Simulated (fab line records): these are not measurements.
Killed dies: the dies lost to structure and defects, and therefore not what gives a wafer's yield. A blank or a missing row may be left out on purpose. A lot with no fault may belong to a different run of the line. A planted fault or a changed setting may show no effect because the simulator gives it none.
Problem report in the 8D (eight disciplines) form, filled by code    flow gf180mcu    the parts of the form that need people (team, actions taken, sign-off) are left out

## 1. PROBLEM STATEMENT
At GF_NSD_STRIP_11, strip time to endpoint s averages 23.38 s over 2 wafers from 2 lots, while fault-free wafers read 22.95 s, standard deviation 0.034. Measured from the usual mean, that is +13 standard deviations.
The step: strips in O2/N2.
First seen on wafer L113.3, day 20 13:28, on plasma asher-02. At this step, 38 wafers from 13 lots have a number in the record. Rule for "out", or "out of limits": more than 4 standard deviations from the usual mean. Any other wafer with a number is counted as sound.

## 2. WHAT IT IS, WHAT IT ISN'T
question                     is                                is not
which readings at this step  strip time to endpoint s          drypump motor current A, oes product au
which lots                   L113, L114                        L100, L101, L102, L103, L105, L107, L109, L116, L994, L995, L998
which wafers of those lots   L113.3, L114.4                    L113.5, L114.2, L114.5
read on which tools          plasma asher-02, plasma asher-03  plasma asher-04
when                         from day 20 13:28                 up to then (31 sound wafers); but 5 sound wafers of L114, L116 came after

## 3. WHAT RULES OUT EACH SUSPECT
Counting: a tool at a process step up to the reading stays a suspect if it ran every lot that is out. Sound lots after the first of them don't rule it out here, since some wafers of a struck lot are sound.
- litho track-01 at GF_NSD_COAT_02 (resist thk 1000 nm): kept. It ran every lot that is out, first L113 (day 20 00:39); its last sound lot up to then is L109 (day 18 15:11).
Remaining after the count: litho track-01 at GF_NSD_COAT_02.

## 4. THE CAUSE (what the simulator had put in)
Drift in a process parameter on litho track-01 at GF_NSD_COAT_02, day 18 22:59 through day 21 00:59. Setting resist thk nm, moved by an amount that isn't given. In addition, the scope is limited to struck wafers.
After counting, this tool was the only one left.

## 5. THE CHAIN OF EFFECTS, in route order
Each row: a reading where the mean over the struck wafers with a number is more than 3 standard deviations away from the usual. Only readings whose record carries a usual standard deviation are examined. hours: median over the lots of the time between each lot's start at the first step of this table that gives one and its start at this step. sigmas: the change, counted in usual standard deviations.
hours  step             reading                   usual    on struck wafers  change  sigmas
0      GF_NSD_STRIP_11  strip time to endpoint s  22.95 s  23.38             +0.43   +13
The process steps in it:
- GF_NSD_STRIP_11: strips in O2/N2.

## 6. WHAT WOULD HAVE CAUGHT IT SOONER
The fault began at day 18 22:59; the first out-of-limits reading in this record came at day 20 13:28, 38 hours later.
By day 20 13:28, every lot that is out (2) had started GF_NSD_COAT_02 on litho track-01. Had the tool been put on hold then, not one of them would have been saved.
